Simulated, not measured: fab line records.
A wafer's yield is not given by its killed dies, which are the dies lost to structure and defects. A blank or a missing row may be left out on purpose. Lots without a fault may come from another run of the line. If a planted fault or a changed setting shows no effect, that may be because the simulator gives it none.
fab line records :: flow sky130
[record]
  lots = 7
  wafers = 21
  last_day = 50
route steps=708 shown LDD_P@259 LDD_HVN@267
lots that met no fault: from a run of the same line without faults
start_h: hours from the record's opening day to when the first of the lot's shown wafers began :: wait_h: how many hours have passed since the lot's step before this one :: " identical to the entry in the row above :: L1.1+2: several wafers, shown together as one row :: - value missing, or start not given :: * or withheld: withheld :: < > ~ a bound
route shown NAME@n: names a module that has steps shown in the file, with the first one's number in the route :: usual: the fault-free wafers' mean and standard deviation :: same: alike in all rows :: chamber/n: place in a boat :: sites: readings site by site :: _std_site: standard deviation of those values :: _edge_site: the outer-site mean with the inner-site mean subtracted :: radius_mm: for every site, how far away it sits from the centre of the wafer :: mask NAME#n: copy n :: behind: the tool/chamber that last shaped the wafer :: hold: cause of the lot's hold/its duration in hours/its outcome :: device: which transistor (n, p or np) failed to switch :: end of line: at the end of the route, the tests of the same wafers :: step lacking rows: just its recipe :: killed: at the first sort, the dies lost to defects and structure; wafer yield is something else :: map: a wafer's dies, marking killed ones x, the rest . and places with no die _
set.NAME: setting as actually run; set.NAME@STEP: the setting as run at that earlier step :: model.NAME: the simulator's own value behind a step, which no gauge read
lots at selected steps of the route; one table per step, one row per wafer
services: the hour from which a tool's chamber was out of use, counted from the record's first day as start_h (under 0 if before that day), plus the number of hours and why
[[steps]]
[step SKY_LDD_P_EXPOSE_04]
[recipe]
  mask_id = PSDM
  na = 0.6
  source_shape = conventional
  sigma_outer = 0.6
  polarization = unpolarized
  target_cd_nm = 380
  dose_mj = 138
[step SKY_LDD_P_PEB_05]
[recipe]
  temp_c = withheld
  time_s = *
  resist = NOVOLAK
[step SKY_LDD_P_DEVELOP_06]
[recipe]
  resist = NOVOLAK
  developer = TMAH
  develop_time_s = 60
  dev_temp_c = 23
[step SKY_LDD_P_CD_MEAS_07]
[recipe]
  target_cd_nm = 380
[usual]
  cd_nm = 380.5/2.4
lot.wafer: L155.2
tool: cd_sem-01
chamber: -
start_h: 484.72
wait_h: 0.1
cd_nm: 385.4

lot.wafer: L155.3
tool: cd_sem-01
chamber: -
start_h: 484.72
wait_h: 0.1
cd_nm: 382.9

lot.wafer: L155.6
tool: cd_sem-01
chamber: -
start_h: 484.72
wait_h: 0.1
cd_nm: 383.4

lot.wafer: L158.1
tool: cd_sem-02
chamber: -
start_h: 501.75
wait_h: 0.1
cd_nm: 379.0

lot.wafer: L158.2
tool: cd_sem-02
chamber: -
start_h: 501.75
wait_h: 0.1
cd_nm: 379.7

lot.wafer: L158.3
tool: cd_sem-02
chamber: -
start_h: 501.75
wait_h: 0.1
cd_nm: 381.7

lot.wafer: L160.1
tool: cd_sem-02
chamber: -
start_h: 506.50
wait_h: 0.1
cd_nm: 379.1

lot.wafer: L160.2
tool: cd_sem-02
chamber: -
start_h: 506.50
wait_h: 0.1
cd_nm: 379.7

lot.wafer: L160.3
tool: cd_sem-02
chamber: -
start_h: 506.50
wait_h: 0.1
cd_nm: 381.7

lot.wafer: L161.1
tool: cd_sem-01
chamber: -
start_h: 519.45
wait_h: 0.1
cd_nm: 382.1

lot.wafer: L161.2
tool: cd_sem-01
chamber: -
start_h: 519.45
wait_h: 0.1
cd_nm: 379.9

lot.wafer: L161.6
tool: cd_sem-01
chamber: -
start_h: 519.45
wait_h: 0.1
cd_nm: 382.3

lot.wafer: L162.1
tool: cd_sem-01
chamber: -
start_h: 531.14
wait_h: 0.1
cd_nm: 381.1

lot.wafer: L162.2
tool: cd_sem-01
chamber: -
start_h: 531.14
wait_h: 0.1
cd_nm: 381.4

lot.wafer: L162.4
tool: cd_sem-01
chamber: -
start_h: 531.14
wait_h: 0.1
cd_nm: 381.3

lot.wafer: L166.1
tool: cd_sem-01
chamber: -
start_h: 558.44
wait_h: 0.1
cd_nm: 379.6

lot.wafer: L166.2
tool: cd_sem-01
chamber: -
start_h: 558.44
wait_h: 0.1
cd_nm: 379.8

lot.wafer: L166.5
tool: cd_sem-01
chamber: -
start_h: 558.44
wait_h: 0.1
cd_nm: 381.1

lot.wafer: L175.2
tool: cd_sem-02
chamber: -
start_h: 629.72
wait_h: 0.1
cd_nm: 389.1

lot.wafer: L175.5
tool: cd_sem-02
chamber: -
start_h: 629.72
wait_h: 0.1
cd_nm: 386.1

lot.wafer: L175.6
tool: cd_sem-02
chamber: -
start_h: 629.72
wait_h: 0.1
cd_nm: 387.2
[step SKY_LDD_P_OVL_MEAS_08]
[usual]
  LDD_P_OVL = -0.2/1.6
lot.wafer: L155.2
tool: overlay-01
chamber: -
start_h: 484.83
wait_h: 0.1
LDD_P_OVL[nm]: -1.9

lot.wafer: L155.3
tool: overlay-01
chamber: -
start_h: 484.83
wait_h: 0.1
LDD_P_OVL[nm]: -1.4

lot.wafer: L155.6
tool: overlay-01
chamber: -
start_h: 484.83
wait_h: 0.1
LDD_P_OVL[nm]: -1.5

lot.wafer: L158.1
tool: overlay-01
chamber: -
start_h: 501.87
wait_h: 0.1
LDD_P_OVL[nm]: -3.1

lot.wafer: L158.2
tool: overlay-01
chamber: -
start_h: 501.87
wait_h: 0.1
LDD_P_OVL[nm]: -1.4

lot.wafer: L158.3
tool: overlay-01
chamber: -
start_h: 501.87
wait_h: 0.1
LDD_P_OVL[nm]: 0.4

lot.wafer: L160.1
tool: overlay-02
chamber: -
start_h: 506.62
wait_h: 0.1
LDD_P_OVL[nm]: -0.6

lot.wafer: L160.2
tool: overlay-02
chamber: -
start_h: 506.62
wait_h: 0.1
LDD_P_OVL[nm]: 0.9

lot.wafer: L160.3
tool: overlay-02
chamber: -
start_h: 506.62
wait_h: 0.1
LDD_P_OVL[nm]: 0.0

lot.wafer: L161.1
tool: overlay-02
chamber: -
start_h: 519.57
wait_h: 0.1
LDD_P_OVL[nm]: 0.6

lot.wafer: L161.2
tool: overlay-02
chamber: -
start_h: 519.57
wait_h: 0.1
LDD_P_OVL[nm]: -0.5

lot.wafer: L161.6
tool: overlay-02
chamber: -
start_h: 519.57
wait_h: 0.1
LDD_P_OVL[nm]: 2.8

lot.wafer: L162.1
tool: overlay-02
chamber: -
start_h: 531.26
wait_h: 0.1
LDD_P_OVL[nm]: 0.1

lot.wafer: L162.2
tool: overlay-02
chamber: -
start_h: 531.26
wait_h: 0.1
LDD_P_OVL[nm]: 1.4

lot.wafer: L162.4
tool: overlay-02
chamber: -
start_h: 531.26
wait_h: 0.1
LDD_P_OVL[nm]: 2.0

lot.wafer: L166.1
tool: overlay-01
chamber: -
start_h: 558.56
wait_h: 0.1
LDD_P_OVL[nm]: -0.7

lot.wafer: L166.2
tool: overlay-01
chamber: -
start_h: 558.56
wait_h: 0.1
LDD_P_OVL[nm]: -0.4

lot.wafer: L166.5
tool: overlay-01
chamber: -
start_h: 558.56
wait_h: 0.1
LDD_P_OVL[nm]: 1.0

lot.wafer: L175.2
tool: overlay-02
chamber: -
start_h: 629.82
wait_h: 0.1
LDD_P_OVL[nm]: -0.4

lot.wafer: L175.5
tool: overlay-02
chamber: -
start_h: 629.82
wait_h: 0.1
LDD_P_OVL[nm]: 1.6

lot.wafer: L175.6
tool: overlay-02
chamber: -
start_h: 629.82
wait_h: 0.1
LDD_P_OVL[nm]: -1.1
[step SKY_LDD_P_IMPLANT_09]
[recipe]
  species = BF2
  energy_kev = 25
  dose_cm2 = 1e+13
  tilt_deg = withheld
[step SKY_LDD_P_STRIP_10]
[recipe]
  chemistry = O2/N2
  power_w = 1400
  pressure_mtorr = 1500
  platen_temp_c = withheld
  o2_flow_sccm = 3000
  n2_flow_sccm = 300
  overash_fraction = 0.5
[usual]
  drypump_motor_current_A = 6.0/0.51
  oes_product_au = 0.715/0.0046
  strip_time_to_endpoint_s = 14.30/0.033
[same]
  overash_fraction = 0.5
lot.wafer: L155.2
tool: plasma_asher-02
chamber: 1
start_h: 485.01
wait_h: 0.1
drypump_motor_current_A: 6.0
oes_product_au: 0.719
rf_hours_counter_h: 36
strip_time_to_endpoint_s: 14.27

lot.wafer: L155.3
tool: plasma_asher-02
chamber: 1
start_h: 485.01
wait_h: 0.1
drypump_motor_current_A: 6.0
oes_product_au: 0.716
rf_hours_counter_h: -
strip_time_to_endpoint_s: 14.29

lot.wafer: L155.6
tool: plasma_asher-02
chamber: 1
start_h: 485.01
wait_h: 0.1
drypump_motor_current_A: 6.0
oes_product_au: 0.714
rf_hours_counter_h: -
strip_time_to_endpoint_s: 14.28

lot.wafer: L158.1
tool: plasma_asher-02
chamber: 0
start_h: 502.06
wait_h: 0.1
drypump_motor_current_A: 5.4
oes_product_au: 0.717
rf_hours_counter_h: 38
strip_time_to_endpoint_s: 14.34

lot.wafer: L158.2
tool: plasma_asher-02
chamber: 1
start_h: 502.06
wait_h: 0.1
drypump_motor_current_A: 6.0
oes_product_au: 0.714
rf_hours_counter_h: 38
strip_time_to_endpoint_s: 14.28

lot.wafer: L158.3
tool: plasma_asher-02
chamber: 1
start_h: 502.06
wait_h: 0.1
drypump_motor_current_A: 6.0
oes_product_au: 0.720
rf_hours_counter_h: -
strip_time_to_endpoint_s: 14.28

lot.wafer: L160.1
tool: plasma_asher-04
chamber: 1
start_h: 506.96
wait_h: 0.2
drypump_motor_current_A: 6.8
oes_product_au: 0.711
rf_hours_counter_h: 79
strip_time_to_endpoint_s: 14.26

lot.wafer: L160.2
tool: plasma_asher-04
chamber: 0
start_h: 506.96
wait_h: 0.2
drypump_motor_current_A: 6.3
oes_product_au: 0.717
rf_hours_counter_h: 79
strip_time_to_endpoint_s: 14.20

lot.wafer: L160.3
tool: plasma_asher-04
chamber: 0
start_h: 506.96
wait_h: 0.2
drypump_motor_current_A: 6.3
oes_product_au: 0.718
rf_hours_counter_h: -
strip_time_to_endpoint_s: 14.22

lot.wafer: L161.1
tool: plasma_asher-02
chamber: 0
start_h: 519.75
wait_h: 0.1
drypump_motor_current_A: 5.4
oes_product_au: 0.716
rf_hours_counter_h: 40
strip_time_to_endpoint_s: 14.29

lot.wafer: L161.2
tool: plasma_asher-02
chamber: 1
start_h: 519.75
wait_h: 0.1
drypump_motor_current_A: 6.0
oes_product_au: 0.725
rf_hours_counter_h: 40
strip_time_to_endpoint_s: 14.32

lot.wafer: L161.6
tool: plasma_asher-02
chamber: 0
start_h: 519.75
wait_h: 0.1
drypump_motor_current_A: 5.4
oes_product_au: 0.715
rf_hours_counter_h: -
strip_time_to_endpoint_s: 14.29

lot.wafer: L162.1
tool: plasma_asher-03
chamber: 1
start_h: 531.45
wait_h: 0.1
drypump_motor_current_A: 5.6
oes_product_au: 0.712
rf_hours_counter_h: 70
strip_time_to_endpoint_s: 14.31

lot.wafer: L162.2
tool: plasma_asher-03
chamber: 0
start_h: 531.45
wait_h: 0.1
drypump_motor_current_A: 5.4
oes_product_au: 0.718
rf_hours_counter_h: 70
strip_time_to_endpoint_s: 14.34

lot.wafer: L162.4
tool: plasma_asher-03
chamber: 1
start_h: 531.45
wait_h: 0.1
drypump_motor_current_A: 5.5
oes_product_au: 0.719
rf_hours_counter_h: -
strip_time_to_endpoint_s: 14.29

lot.wafer: L166.1
tool: plasma_asher-02
chamber: 1
start_h: 558.75
wait_h: 0.1
drypump_motor_current_A: 6.1
oes_product_au: 0.715
rf_hours_counter_h: 43
strip_time_to_endpoint_s: 14.26

lot.wafer: L166.2
tool: plasma_asher-02
chamber: 0
start_h: 558.75
wait_h: 0.1
drypump_motor_current_A: 5.4
oes_product_au: 0.721
rf_hours_counter_h: 43
strip_time_to_endpoint_s: 14.30

lot.wafer: L166.5
tool: plasma_asher-02
chamber: 1
start_h: 558.75
wait_h: 0.1
drypump_motor_current_A: 6.1
oes_product_au: 0.712
rf_hours_counter_h: -
strip_time_to_endpoint_s: 14.25

lot.wafer: L175.2
tool: plasma_asher-02
chamber: 1
start_h: 630.00
wait_h: 0.1
drypump_motor_current_A: 6.0
oes_product_au: 0.718
rf_hours_counter_h: 51
strip_time_to_endpoint_s: 14.30

lot.wafer: L175.5
tool: plasma_asher-02
chamber: 1
start_h: 630.00
wait_h: 0.1
drypump_motor_current_A: 6.0
oes_product_au: 0.716
rf_hours_counter_h: -
strip_time_to_endpoint_s: 14.31

lot.wafer: L175.6
tool: plasma_asher-02
chamber: 0
start_h: 630.00
wait_h: 0.1
drypump_motor_current_A: 5.4
oes_product_au: 0.723
rf_hours_counter_h: -
strip_time_to_endpoint_s: 14.31
[step SKY_LDD_P_TW_MEAS_11]
[usual]
  LDD_P_TW = 640/7.5
lot.wafer: L155.2
tool: film_metro-01
chamber: -
start_h: 485.12
wait_h: 0.1
LDD_P_TW: 637

lot.wafer: L155.3
tool: film_metro-01
chamber: -
start_h: 485.12
wait_h: 0.1
LDD_P_TW: 633

lot.wafer: L155.6
tool: film_metro-01
chamber: -
start_h: 485.12
wait_h: 0.1
LDD_P_TW: 638

lot.wafer: L158.1
tool: film_metro-01
chamber: -
start_h: 502.16
wait_h: 0.1
LDD_P_TW: 630

lot.wafer: L158.2
tool: film_metro-01
chamber: -
start_h: 502.16
wait_h: 0.1
LDD_P_TW: 636

lot.wafer: L158.3
tool: film_metro-01
chamber: -
start_h: 502.16
wait_h: 0.1
LDD_P_TW: 633

lot.wafer: L160.1
tool: film_metro-03
chamber: -
start_h: 507.06
wait_h: 0.1
LDD_P_TW: 624

lot.wafer: L160.2
tool: film_metro-03
chamber: -
start_h: 507.06
wait_h: 0.1
LDD_P_TW: 629

lot.wafer: L160.3
tool: film_metro-03
chamber: -
start_h: 507.06
wait_h: 0.1
LDD_P_TW: 628

lot.wafer: L161.1
tool: film_metro-03
chamber: -
start_h: 519.85
wait_h: 0.1
LDD_P_TW: 630

lot.wafer: L161.2
tool: film_metro-03
chamber: -
start_h: 519.85
wait_h: 0.1
LDD_P_TW: 626

lot.wafer: L161.6
tool: film_metro-03
chamber: -
start_h: 519.85
wait_h: 0.1
LDD_P_TW: 624

lot.wafer: L162.1
tool: film_metro-03
chamber: -
start_h: 531.55
wait_h: 0.1
LDD_P_TW: 636

lot.wafer: L162.2
tool: film_metro-03
chamber: -
start_h: 531.55
wait_h: 0.1
LDD_P_TW: 633

lot.wafer: L162.4
tool: film_metro-03
chamber: -
start_h: 531.55
wait_h: 0.1
LDD_P_TW: 635

lot.wafer: L166.1
tool: film_metro-01
chamber: -
start_h: 558.85
wait_h: 0.1
LDD_P_TW: 634

lot.wafer: L166.2
tool: film_metro-01
chamber: -
start_h: 558.85
wait_h: 0.1
LDD_P_TW: 633

lot.wafer: L166.5
tool: film_metro-01
chamber: -
start_h: 558.85
wait_h: 0.1
LDD_P_TW: 633

lot.wafer: L175.2
tool: film_metro-02
chamber: -
start_h: 630.11
wait_h: 0.1
LDD_P_TW: 643

lot.wafer: L175.5
tool: film_metro-02
chamber: -
start_h: 630.11
wait_h: 0.1
LDD_P_TW: 642

lot.wafer: L175.6
tool: film_metro-02
chamber: -
start_h: 630.11
wait_h: 0.1
LDD_P_TW: 644
[step SKY_LDD_HVN_DEHYDRATE_00]
[recipe]
  temp_c = 200
  time_s = 60
[step SKY_LDD_HVN_HMDS_01]
[recipe]
  prime_time_s = 60
  prime_temp_c = 120
[step SKY_LDD_HVN_COAT_02]
[recipe]
  resist = NOVOLAK
  spin_rpm = 3000
  resist_thk_nm = 300
[step SKY_LDD_HVN_SOFTBAKE_03]
[recipe]
  temp_c = 90
  time_s = 60
  resist = NOVOLAK
[step SKY_LDD_HVN_EXPOSE_04]
[recipe]
  mask_id = HVNTM
  na = 0.6
  source_shape = conventional
  sigma_outer = 0.6
  polarization = unpolarized
  target_cd_nm = 700
  dose_mj = 127
lot.wafer: L155.2+3+6
tool: iline_stepper-02
chamber: 0
start_h: 500.70
wait_h: -
mask: HVNTM#0
model.LDD_HVN.overlay_x_nm: -0.3265

lot.wafer: L158.1+2+3
tool: iline_stepper-01
chamber: 0
start_h: 517.50
wait_h: -
mask: HVNTM#0
model.LDD_HVN.overlay_x_nm: -1.246

lot.wafer: L160.1+2+3
tool: iline_stepper-01
chamber: 0
start_h: 522.04
wait_h: -
mask: HVNTM#0
model.LDD_HVN.overlay_x_nm: 54.72

lot.wafer: L161.1+2+6
tool: iline_stepper-01
chamber: 0
start_h: 534.84
wait_h: -
mask: HVNTM#0
model.LDD_HVN.overlay_x_nm: 54.95

lot.wafer: L162.1+2+4
tool: iline_stepper-01
chamber: 0
start_h: 546.26
wait_h: -
mask: HVNTM#0
model.LDD_HVN.overlay_x_nm: 55.14

lot.wafer: L166.1+2+5
tool: iline_stepper-02
chamber: 0
start_h: 573.19
wait_h: -
mask: HVNTM#0
model.LDD_HVN.overlay_x_nm: 0.2953

lot.wafer: L175.2+5+6
tool: iline_stepper-02
chamber: 0
start_h: 644.11
wait_h: -
mask: HVNTM#0
model.LDD_HVN.overlay_x_nm: -1.085
[step SKY_LDD_HVN_PEB_05]
[recipe]
  temp_c = withheld
  time_s = *
  resist = NOVOLAK
[step SKY_LDD_HVN_DEVELOP_06]
[recipe]
  resist = NOVOLAK
  developer = TMAH
  develop_time_s = 60
  dev_temp_c = 23
[step SKY_LDD_HVN_OVL_MEAS_07]
[usual]
  LDD_HVN_OVL = 0.9/1.5
lot.wafer: L155.2
tool: overlay-02
chamber: -
start_h: 515.96
wait_h: 0.1
LDD_HVN_OVL[nm]: 0.8

lot.wafer: L155.3
tool: overlay-02
chamber: -
start_h: 515.96
wait_h: 0.1
LDD_HVN_OVL[nm]: -0.1

lot.wafer: L155.6
tool: overlay-02
chamber: -
start_h: 515.96
wait_h: 0.1
LDD_HVN_OVL[nm]: 1.5

lot.wafer: L158.1
tool: overlay-02
chamber: -
start_h: 532.50
wait_h: 0.1
LDD_HVN_OVL[nm]: 1.1

lot.wafer: L158.2
tool: overlay-02
chamber: -
start_h: 532.50
wait_h: 0.1
LDD_HVN_OVL[nm]: 0.1

lot.wafer: L158.3
tool: overlay-02
chamber: -
start_h: 532.50
wait_h: 0.1
LDD_HVN_OVL[nm]: 0.9

lot.wafer: L160.1
tool: overlay-02
chamber: -
start_h: 536.65
wait_h: 0.1
LDD_HVN_OVL[nm]: 56.1

lot.wafer: L160.2
tool: overlay-02
chamber: -
start_h: 536.65
wait_h: 0.1
LDD_HVN_OVL[nm]: 55.1

lot.wafer: L160.3
tool: overlay-02
chamber: -
start_h: 536.65
wait_h: 0.1
LDD_HVN_OVL[nm]: 56.6

lot.wafer: L161.1
tool: overlay-02
chamber: -
start_h: 549.85
wait_h: 0.1
LDD_HVN_OVL[nm]: 58.3

lot.wafer: L161.2
tool: overlay-02
chamber: -
start_h: 549.85
wait_h: 0.1
LDD_HVN_OVL[nm]: 56.1

lot.wafer: L161.6
tool: overlay-02
chamber: -
start_h: 549.85
wait_h: 0.1
LDD_HVN_OVL[nm]: 55.9

lot.wafer: L162.1
tool: overlay-01
chamber: -
start_h: 560.75
wait_h: 0.1
LDD_HVN_OVL[nm]: 55.1

lot.wafer: L162.2
tool: overlay-01
chamber: -
start_h: 560.75
wait_h: 0.1
LDD_HVN_OVL[nm]: 55.8

lot.wafer: L162.4
tool: overlay-01
chamber: -
start_h: 560.75
wait_h: 0.1
LDD_HVN_OVL[nm]: 55.3

lot.wafer: L166.1
tool: overlay-02
chamber: -
start_h: 586.94
wait_h: 0.1
LDD_HVN_OVL[nm]: 1.1

lot.wafer: L166.2
tool: overlay-02
chamber: -
start_h: 586.94
wait_h: 0.1
LDD_HVN_OVL[nm]: 0.5

lot.wafer: L166.5
tool: overlay-02
chamber: -
start_h: 586.94
wait_h: 0.1
LDD_HVN_OVL[nm]: 1.7

lot.wafer: L175.2
tool: overlay-02
chamber: -
start_h: 657.76
wait_h: 0.1
LDD_HVN_OVL[nm]: -2.3

lot.wafer: L175.5
tool: overlay-02
chamber: -
start_h: 657.76
wait_h: 0.1
LDD_HVN_OVL[nm]: -0.1

lot.wafer: L175.6
tool: overlay-02
chamber: -
start_h: 657.76
wait_h: 0.1
LDD_HVN_OVL[nm]: -0.3
[step SKY_LDD_HVN_IMPLANT_08]
[recipe]
  species = P
  energy_kev = 60
  dose_cm2 = 3e+13
  tilt_deg = 40
[[services]]
tool: plasma_asher-04
chamber: -
start_h: 493.65
hours: 2.4
kind: repair

tool: iline_stepper-01
chamber: -
start_h: 495.34
hours: 1.7
kind: pm

tool: iline_stepper-01
chamber: 0
start_h: 500.04
hours: -
kind: calibration

tool: iline_stepper-02
chamber: -
start_h: 538.45
hours: 8.3
kind: repair

tool: iline_stepper-02
chamber: 0
start_h: 607.06
hours: -
kind: calibration

tool: plasma_asher-02
chamber: -
start_h: 619.51
hours: 1.0
kind: repair

tool: iline_stepper-02
chamber: -
start_h: 629.87
hours: 1.7
kind: pm
[[key]]
[first_sign]
  step = SKY_LDD_HVN_OVL_MEAS_07
  reading = LDD_HVN_OVL
  direction = up
  sigmas = 38
  usual = 0.9
  struck = 56.0
effect none on later readings
[model_effect]
  step = SKY_LDD_HVN_EXPOSE_04
  value = LDD_HVN.overlay_x_nm
  without = 0.1559
  struck = 54.94
met_at SKY_LDD_HVN_EXPOSE_04
struck_wafers L160.1,L160.2,L160.3,L161.1,L161.2,L161.6,L162.1,L162.2,L162.4
rows_end L160.1,L160.2,L160.3,L161.1,L161.2,L161.6
tester_left_out L162
onset_between 517.50 522.04
[fault]
  kind = scanner_matching_overlay
  tool = iline_stepper-01
  chamber = -
  onset_h = 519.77
  steps = SKY_LDD_HVN_EXPOSE_04
  offset = 54.782
// tester_left_out: of these lots the tester's yield and bins aren't shown, on N5 and GAA mostly nor the transistor test; their killed dies are dies lost to structure and defects alone, not to doping, threshold or leakage, so they don't give the yield
// rows_end: these wafers met a further fault down the route, and their rows from its step on are left out
